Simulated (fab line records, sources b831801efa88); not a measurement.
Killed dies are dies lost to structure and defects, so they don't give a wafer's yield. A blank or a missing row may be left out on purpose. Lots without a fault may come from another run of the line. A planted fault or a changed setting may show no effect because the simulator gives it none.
A struck lot beside a sound one | flow sky130 | 34 steps out of a route of 708
Sound: wafers L362.2, L362.3, L362.5. Struck: wafers L376.3, L376.4, L376.5. The cause comes at the end.
At each step with rows: each side's tool, then ch and its chambers, then its first start. Under that, the readings that differ: sound wafers | struck wafers | difference of the means | sigmas: that difference in standard deviations of wafers without a fault.
alike: readings whose means differ by less than 2 such deviations, and words and numbers that are the same on both sides. not compared: withheld readings, readings that some wafer has no value for, bounds like >300 that may hide the same value, and numbers for which the record gives no deviation and whose values overlap.
The two part at a step that has a row with sigmas, a row that says differs or no value, or rows on one side only. Numbers that don't overlap but have no deviation are shown without sigmas and don't part them. A reading that every wafer of one side lacks parts them only if that side has two wafers or more.

first, 9 steps without rows for these wafers: SKY_VIA1_CMP_02 (polishes SiO2); SKY_VIA1_DEHYDRATE_04 (time 60 s); SKY_VIA1_HMDS_05 (prime time 60 s); SKY_VIA1_COAT_06 (resist thk 60 nm); SKY_VIA1_COAT_07 (resist thk 450 nm); SKY_VIA1_SOFTBAKE_08 (time 90 s); SKY_VIA1_EXPOSE_09 (exposes mask VIM, target cd 150 nm); SKY_VIA1_PEB_10; SKY_VIA1_DEVELOP_11 (develop time 60 s).
SKY_VIA1_ETCH_14: etches BARC in N2/H2, stops on SiO2, time 45.9 s, target depth 60 nm.
  sound on rie_diel-01 ch 1,2, day 35 17:26; struck on rie_diel-04 ch 0,1,2, day 40 05:46
  alike: drypump_motor_current_A, h2_flow_sccm, oes_product_au, throttle_valve_pct
  not compared: rf_hours_counter_h
then, 23 steps without rows for these wafers: SKY_VIA1_ETCH_15 (etches SiO2 in C4F8/O2/Ar, stops on TiN, target depth 351 nm, time 54 s); SKY_VIA1_STRIP_16 (strips in O2/N2); SKY_VIA1_STRIP_17 (strips in post etch residue remover, time 1200 s); SKY_VIA1_CLEAN_18 (cleans in IPA, time 180 s); SKY_VIA1_CLEAN_19 (cleans in O3/DIW); SKY_VIA1_SPUTTER_20 (material TiN, target thk 20 nm, time 80 s); SKY_VIA1_CVD_21 (deposits W, target thk 270 nm, time 80.902 s); SKY_VIA1_CMP_24 (polishes, stops on SiO2, t overpolish 15 s, target thk 0 nm); SKY_METAL2_SPUTTER_00 (material Ti, target thk 15 nm, time 10 s); SKY_METAL2_SPUTTER_01 (material TiN, target thk 20 nm, time 16.7 s); SKY_METAL2_SPUTTER_02 (material AlCu, target thk 250 nm, time 13.3 s); SKY_METAL2_SPUTTER_03 (material Ti, target thk 5 nm, time 3.3 s); SKY_METAL2_SPUTTER_04 (material TiN, target thk 70 nm, time 58.3 s); SKY_METAL2_DEHYDRATE_07 (time 60 s); SKY_METAL2_HMDS_08 (prime time 60 s); SKY_METAL2_COAT_09 (resist thk 60 nm); SKY_METAL2_COAT_10 (resist thk 450 nm); SKY_METAL2_SOFTBAKE_11 (time 90 s); SKY_METAL2_EXPOSE_12 (exposes mask MM2, target cd 140 nm); SKY_METAL2_PEB_13; SKY_METAL2_DEVELOP_14 (develop time 60 s); SKY_METAL2_DESCUM_17 (chemistry O2, time 8 s); SKY_METAL2_ETCH_18 (etches BARC in N2/H2, stops on SiO2, time 45.9 s, target depth 60 nm).
-- the record jumps here: 10 days lie between the struck wafers' starts before and after (it left off in module METAL2 and takes up again in module PAD_OPEN, whose first step shown is number 708 of the route) --
SKY_PAD_OPEN_PROBE_99:
  sound on prober-02, day 47 05:30; struck on prober-02, day 50 10:36
  reading                               | sound                | struck                                                                     | difference                   | sigmas
  hold                                  | - - -                | await_dispo/4.4h/release await_dispo/4.4h/release await_dispo/4.4h/release | no value on the sound wafers |
  defect_limited_yield (%)              | 82.1 82.9 83.5       | 75.2 74.0 76.0                                                             | -7.8                         | -4
  killed_at_M0_to_M3                    | 43 36 40             | 87 83 80                                                                   | +44                          | +6
  killed_dies                           | 88 84 81             | 122 128 118                                                                | +38                          | +4
  sort_bin_3_pad_short (%)              | 0.6 0.6 0.4          | 3.3 2.4 3.3                                                                | +2.5                         | +6
  sort_bin_5_function (%)               | 10.4 9.6 8.1         | 16.1 15.2 14.0                                                             | +5.7                         | +4
  sort_n_pass                           | 404 408 411          | 370 364 374                                                                | -38                          | -4
  sort_yield_pct (%)                    | 82.1 82.9 83.5       | 75.2 74.0 76.0                                                             | -7.8                         | -4
  model.etest.tester.sort_n_pass        | 404 408 411          | 370 364 374                                                                | -38                          |
  model.etest.tester.sort_yield_pct (%) | 82.11 82.93 83.54    | 75.2 73.98 76.02                                                           | -7.8                         |
  model.etest.tester.sort_bin_5_pct (%) | 10.37 9.553 8.13     | 16.06 15.24 14.02                                                          | +5.76                        |
  model.etest.tester.sort_bin_3_pct (%) | 0.6098 0.6098 0.4065 | 3.252 2.439 3.252                                                          | +2.439                       |
  alike: killed_at_M4_up, killed_at_contacts, killed_at_front_end, killed_at_other, killed_open, killed_short, sort_bin_6_memory

WHERE THEY PART
Only at SKY_PAD_OPEN_PROBE_99, within this record.

WHY: what the simulator had put in
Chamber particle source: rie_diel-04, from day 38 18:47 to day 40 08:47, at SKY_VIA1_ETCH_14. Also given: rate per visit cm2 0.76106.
